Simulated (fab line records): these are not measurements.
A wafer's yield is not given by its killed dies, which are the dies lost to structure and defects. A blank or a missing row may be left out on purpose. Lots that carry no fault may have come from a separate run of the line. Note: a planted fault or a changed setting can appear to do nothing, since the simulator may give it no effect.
Chamber matching | flow sky130 | rieDiel-02 running SKY_POLY_CUT_ETCH_10: 4 sister chambers
The step etches BARC in N2/H2, stops on SiO2, time 45.9 s, target depth 60 nm. 8 wafers are shown with their chamber, then 8 later ones without.

WAFERS PAIRED WITH THEIR CHAMBERS
wafer  | chamber | oesProductAu (a.u.) | throttleValvePct (%)
L260.2 | 0       | 0.862               | 13.215
L261.4 | 0       | 0.855               | 13.239
L261.6 | 1       | 0.857               | 13.221
L263.5 | 3       | 0.855               | 13.228
L264.2 | 2       | 0.853               | 13.233
L264.3 | 1       | 0.851               | 13.227
L264.6 | 2       | 0.853               | 13.230
L265.2 | 3       | 0.860               | 13.226

WAFERS WITHOUT THEIR CHAMBER
wafer  | oesProductAu (a.u.) | throttleValvePct (%)
L265.3 | 0.856               | 13.222
L265.5 | 0.857               | 13.206
L266.1 | 0.855               | 13.224
L266.3 | 0.848               | 13.213
L266.5 | 0.854               | 13.210
L267.2 | 0.852               | 13.234
L267.3 | 0.854               | 13.228
L267.5 | 0.861               | 13.215

WHICH CHAMBER EACH ONE RAN IN
wafer  | from the rows above               | in truth
L265.3 | can't be placed: 1 or 3 or 0 or 2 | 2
L265.5 | can't be placed: 1 or 3 or 0 or 2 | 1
L266.1 | can't be placed: 1 or 3 or 0 or 2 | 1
L266.3 | can't be placed: 1 or 2 or 3 or 0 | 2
L266.5 | can't be placed: 1 or 3 or 0 or 2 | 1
L267.2 | can't be placed: 2 or 1 or 3 or 0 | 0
L267.3 | can't be placed: 1 or 2 or 3 or 0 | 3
L267.5 | can't be placed: 0 or 3 or 1 or 2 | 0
Placed correctly: 0 of 8. Can't be placed from these rows: 8 (the true chamber is among the candidates in 8). 0 placed wrongly.
How it was worked out, from the rows above alone: a wafer's distance from a chamber is the root of the sum, over the readings, of the square of ((its reading less the chamber's mean) divided by the reading's scatter). The wafer belongs to the nearest chamber; if the next one is less than 2 further off, it can't be placed. The mean given for a chamber averages the wafers shown for that chamber. The scatter: take each reading less its chamber's mean, square it, sum over the shown wafers, divide by the number of wafers less the number of chambers, and take the root.
